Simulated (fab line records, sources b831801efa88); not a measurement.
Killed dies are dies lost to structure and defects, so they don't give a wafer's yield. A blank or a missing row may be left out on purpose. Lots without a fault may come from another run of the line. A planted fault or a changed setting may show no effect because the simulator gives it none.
One fault seen from 2 desks | flow sky130 | each desk has only its own numbers; what lay behind them comes last

THE METROLOGY DESK
What the gauges read, lot by lot, whatever tool the lot ran on: means of the sampled wafers that have a number. A lot is out of limits, marked OUT, if its mean lies more than 4 standard deviations from the usual mean; the brackets give that distance.
Columns: A = NWELL_01_OVL at SKY_NWELL_OVL_MEAS_23, usual 0.4 nm; B = VT_ADJUST_LVTN_2_TW at SKY_VT_ADJUST_LVTN_TW_MEAS_21, usual 187.5; C = METAL1_ALCU_THK at SKY_METAL1_THK_MEAS_06, usual 251.1 nm
lot  | first seen here | A    | B                | C
L750 | day 5 04:01     | -0.9 | 186.8            | 244.3
L751 | day 5 09:12     | -2.2 | 186.3            | 248.3
L761 | day 8 00:52     | -0.3 | 184.4            | 253.1
L762 | day 8 08:18     | 0.7  | 183.6 (-4.5) OUT | 251.7
L763 | day 8 15:09     | 0.8  | 188.2            | 252.2
L764 | day 8 19:31     | 2.4  | 186.6            | 250.5
L765 | day 9 01:49     | -0.7 | 187.1            | 253.9
L767 | day 9 12:36     | 0.2  | 188.4            | 252.9
L768 | day 9 17:27     | 1.3  | 187.9            | 253.7
L771 | day 10 12:57    | -0.3 | 186.4            | 249.5
L772 | day 10 21:46    | 0.2  | 187.4            | 249.0
L773 | day 11 04:16    | 1.9  | 187.8            | 251.8
This desk's finding: out of limits on L762; first on L762, day 11 03:41 (VT_ADJUST_LVTN_2_TW at SKY_VT_ADJUST_LVTN_TW_MEAS_21). In limits: L750, L751, L761, L763, L764, L765, L767, L768, L771, L772, L773.

THE TOOL OWNER'S DESK: implanter-03
The tool's own readings at SKY_VT_ADJUST_LVTN_IMPLANT_19: means of the sampled wafers that have a number, for each lot that ran on this tool. A lot is out of limits, marked OUT, if its mean lies more than 4 standard deviations from the usual mean; the brackets give that distance.
Columns: A = beam_energy_keV at SKY_VT_ADJUST_LVTN_IMPLANT_19, usual 29.999; B = end_station_pressure_torr at SKY_VT_ADJUST_LVTN_IMPLANT_19, usual 5.03e-06 Torr
lot  | first seen here | A                        | B
L750 | day 7 13:24     | 30.003                   | 5.07e-06
L761 | day 10 19:32    | 26.748 (-99 or more) OUT | 5.04e-06
L762 | day 11 03:26    | 26.757 (-99 or more) OUT | 5.27e-06
This desk's finding: out of limits on L761, L762; first on L761, day 10 19:32 (beam_energy_keV at SKY_VT_ADJUST_LVTN_IMPLANT_19). In limits: L750.

PUT TOGETHER
The tool owner's desk could have raised an alarm at day 10 19:32, on L761, L762.
The metrology desk could have raised an alarm at day 11 03:41, on L762.
The metrology desk has L761 on record, within its limits.
Of the lots named, all ran SKY_VT_ADJUST_LVTN_IMPLANT_19 on implanter-03.

WHAT THE SIMULATOR HAD PUT IN
Process parameter drift: implanter-03, from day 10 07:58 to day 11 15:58, at SKY_VT_ADJUST_LVTN_IMPLANT_19. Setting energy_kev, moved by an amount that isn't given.
Lots struck among those shown: L761, L762.
Hours from the fault's start to each desk's first reading out of limits: the tool owner's desk, 12; the metrology desk, 20.
